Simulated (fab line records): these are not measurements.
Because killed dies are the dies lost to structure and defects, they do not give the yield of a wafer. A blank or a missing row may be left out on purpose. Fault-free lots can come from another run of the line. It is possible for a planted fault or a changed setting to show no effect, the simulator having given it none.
What tool caused it?	flow sky130	10 lots, 30 wafers sampled, at 5 steps of a route of 708

== WHAT EACH GAUGE READ, for each wafer ==
SKY_PWDE_OVL_MEAS_07.
lot	measured	on	PWDE_OVL (nm)
L221	day 4 02:09	overlay-02	1.3 0.1 1.7
L222	day 4 06:46	overlay-01	-2.1 -0.3 -0.2
L225	day 5 02:29	overlay-02	-0.6 -0.2 -0.3
L227	day 5 10:50	overlay-01	0.5 -1.4 -2.0
L228	day 5 14:39	overlay-02	-0.4 -0.9 0.3
L229	day 5 19:20	overlay-02	-0.6 -1.3 -1.5
L239	day 8 04:17	overlay-02	0.9 0.3 1.1
L240	day 8 11:32	overlay-02	0.2 -0.5 0.0

SKY_LI_CONTACT_BOW_MEAS_03.
lot	measured	on	LI_CONTACT_BOW (um)
L221	day 27 23:35	film metro-02	57 59 57
L222	day 28 09:49	film metro-04	51 52 67
L225	day 29 16:57	film metro-02	58 60 67
L227	day 30 03:46	film metro-03	52 44 50
L228	day 30 10:32	film metro-03	41 37 51
L229	day 31 06:39	film metro-02	59 69 56
L239	day 34 08:19	film metro-04	45 61 55
L240	day 34 12:55	film metro-02	63 51 57

== EACH LOT AND THE TOOL THAT RAN IT (in order: tool; ch and the chambers of the sampled wafers; start) ==
lot	SKY_FIELD_ISO_ETCH_14	SKY_FIELD_ISO_ETCH_15	SKY_FIELD_ISO_STRIP_16
L221	rie diel-03 ch 0,1,3, day 2 05:00	rie diel-03 ch 0,1,3, day 2 05:02	plasma asher-01 ch 0,1, day 2 05:08
L222	rie diel-02 ch 1,2, day 2 10:24	rie diel-02 ch 1,2, day 2 10:26	plasma asher-01 ch 0,1, day 2 10:32
L225	rie diel-03 ch 0,2, day 3 07:38	rie diel-03 ch 0,2, day 3 07:40	plasma asher-04 ch 0,1, day 3 07:46
L227	rie diel-02 ch 1,2,3, day 3 16:18	rie diel-02 ch 1,2,3, day 3 16:20	plasma asher-03 ch 1, day 3 16:24
L228	rie diel-02 ch 0,2,3, day 3 20:36	rie diel-02 ch 0,2,3, day 3 20:38	plasma asher-04 ch 0,1, day 3 20:44
L229	rie diel-03 ch 0,1,3, day 3 22:58	rie diel-03 ch 0,1,3, day 3 23:00	plasma asher-04 ch 0,1, day 3 23:05
L235	rie diel-03 ch 0,2,3, day 5 06:05	rie diel-03 ch 0,2,3, day 5 06:07	plasma asher-04 ch 0,1, day 5 06:10
L236	rie diel-03 ch 0,2,3, day 5 11:18	rie diel-03 ch 0,2,3, day 5 11:20	plasma asher-03 ch 0,1, day 5 11:26
L239	rie diel-02 ch 2,3, day 6 02:28	rie diel-02 ch 2,3, day 6 02:30	plasma asher-03 ch 0,1, day 6 02:34
L240	rie diel-01 ch 1,2,3, day 6 09:32	rie diel-01 ch 1,2,3, day 6 09:34	plasma asher-01 ch 0,1, day 6 09:37
- SKY_FIELD_ISO_ETCH_14: etches BARC in N2/H2, stops on SiO2, time 45.9 s, target depth 60 nm.
- SKY_FIELD_ISO_ETCH_15: etches the open film in CHF3/O2, stops on Si, target depth 180 nm, time 72 s.
- SKY_FIELD_ISO_STRIP_16: strips in O2/N2.

== WHAT THE TOOLS THEMSELVES READ (means of the sampled wafers that have a number; where no wafer has one, the mark that the record gives instead) ==
SKY_FIELD_ISO_ETCH_14.
lot	tool	bias w (W)	chamber pressure mTorr (mTorr)	drypump motor current A (A)	oes product au (a.u.)	throttle valve pct (%)
L221	rie diel-03	100.13	30.019	5.4	0.856	13.218
L222	rie diel-02	100.10	30.012	5.5	0.857	13.226
L225	rie diel-03	100.07	30.010	5.0	0.857	13.222
L227	rie diel-02	99.78	29.963	5.6	0.854	13.224
L228	rie diel-02	99.96	29.971	5.3	0.852	13.225
L229	rie diel-03	100.07	30.006	5.4	0.856	13.229
L235	rie diel-03	-	-	-	-	-
L236	rie diel-03	-	-	-	-	-
L239	rie diel-02	99.93	30.001	5.4	0.854	13.224
L240	rie diel-01	99.72	30.006	5.6	0.854	13.222

SKY_FIELD_ISO_ETCH_15.
lot	tool	O2_flow_sccm (sccm)	bias w (W)	chf3 flow sccm (sccm)	drypump motor current A (A)	oes product au (a.u.)	throttle valve pct (%)
L221	rie diel-03	5.005	200.7	50.02	5.3	0.938	8.844
L222	rie diel-02	5.002	199.7	50.00	5.5	0.945	8.847
L225	rie diel-03	4.994	200.4	50.00	5.0	0.940	8.836
L227	rie diel-02	4.983	199.7	50.08	5.6	0.946	8.834
L228	rie diel-02	4.991	200.3	49.96	5.3	0.938	8.840
L229	rie diel-03	5.009	200.3	49.91	5.3	0.951	8.841
L235	rie diel-03	4.981	199.6	49.97	5.1	0.375	8.669
L236	rie diel-03	4.990	200.3	50.04	5.1	0.374	8.678
L239	rie diel-02	4.998	200.2	50.04	5.4	0.947	8.846
L240	rie diel-01	5.009	200.2	49.94	5.6	0.953	8.852

SKY_FIELD_ISO_STRIP_16.
lot	tool	drypump motor current A (A)	oes product au (a.u.)	strip time to endpoint s (s)
L221	plasma asher-01	5.78	0.378	3.565
L222	plasma asher-01	5.68	0.376	3.575
L225	plasma asher-04	5.91	0.379	3.537
L227	plasma asher-03	5.43	0.373	3.516
L228	plasma asher-04	5.91	0.376	3.554
L229	plasma asher-04	5.93	0.378	3.526
L235	plasma asher-04	5.73	0.397	3.979
L236	plasma asher-03	5.68	0.401	3.956
L239	plasma asher-03	5.90	0.383	3.563
L240	plasma asher-01	5.69	0.380	3.555

== THE ANSWER, worked out from the rows above alone ==
Rule: usual is defined by the lots themselves. The widest of any qualifying gaps counts: lots, ordered by their means at a reading, are off when they make up no more than a third of the lots, leave a main group of 4 or more, and stand apart from it by 3 or more times the standard deviation of that group's means. A main group whose means are all the same, to the digits that the tables above print for the reading, isn't used. Also off: a lot with no number at a reading for which 4 or more lots have one. The other lots that the step has rows for count as sound. Order of review: gauges by route order, followed by the tools' own readings, for which a lot's mean as printed above is used. The first step at which some lot is off is used, and at that step the reading that is off furthest; a lot without a number counts as furthest.
Off, at SKY_FIELD_ISO_ETCH_14 on bias w: L235, L236. Without a number there: L235, L236. The main group: mean 99.97 W, standard deviation 0.14.
A tool fits if, at that step or a process step before it, it ran every lot that is off, and no sound lot after the first of them. One candidate fits, namely rie diel-03 at SKY_FIELD_ISO_ETCH_14. A fault onset in the window from L229 (day 3 22:58, its last sound lot) to L235 (day 5 06:05, its first lot off) fits.
Blank at SKY_FIELD_ISO_ETCH_14 on the lots that are off, where sound lots have numbers: bias w, chamber pressure mTorr, drypump motor current A, oes product au, throttle valve pct.

== WHAT WAS PUT IN BY THE SIMULATOR ==
Skipped step whole: rie diel-03, from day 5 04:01 on, at SKY_FIELD_ISO_ETCH_14. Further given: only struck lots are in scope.
Shown lots that were struck: L235, L236. The same result came from the rule above.
